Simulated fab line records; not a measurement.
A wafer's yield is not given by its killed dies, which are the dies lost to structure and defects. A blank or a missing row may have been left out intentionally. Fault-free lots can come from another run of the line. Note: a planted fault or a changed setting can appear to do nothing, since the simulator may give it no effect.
Chamber matching | flow gf180mcu | GF_PASSIVATION_CVD_02 on pecvd-02 has 3 sister chambers
The step deposits Si3N4, target thk 700 nm, time 486.18 s. 6 wafers are shown with their chamber, then 8 later ones without.

## WAFERS PAIRED WITH THEIR CHAMBERS
wafer  | chamber | heater-power-w (W)
L086.5 | 2       | 630
L086.6 | 1       | 1063
L091.1 | 2       | 610
L091.2 | 1       | 1010
L091.3 | 0       | 670
L092.1 | 0       | 710

## WAFERS MISSING THEIR CHAMBER
wafer  | heater-power-w (W)
L092.5 | 570
L092.6 | 633
L094.1 | 933
L094.2 | 714
L094.6 | 570
L095.1 | 977
L095.4 | 701
L095.5 | 1032

## EACH ONE'S CHAMBER
wafer  | from the rows above     | in truth
L092.5 | 2                       | 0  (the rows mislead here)
L092.6 | can't be placed: 2 or 0 | 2
L094.1 | 1                       | 1
L094.2 | 0                       | 0
L094.6 | 2                       | 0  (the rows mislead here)
L095.1 | 1                       | 1
L095.4 | 0                       | 0
L095.5 | 1                       | 1
5 of 8 placed correctly. These rows do not allow placing 1 (true chamber among the candidates in 1). Number placed wrongly: 2.
How it was worked out, from the rows above alone: a wafer's distance from a chamber is the root of the sum, over the readings, of the square of ((its reading less the chamber's mean) divided by the reading's scatter). The wafer belongs to the nearest chamber; if the next one is less than 2 further off, it can't be placed. The mean given for a chamber averages the wafers shown for that chamber. The scatter is the square root of a quotient: the sum, over the shown wafers, of each reading's squared deviation from its chamber's mean, divided by wafers minus chambers.
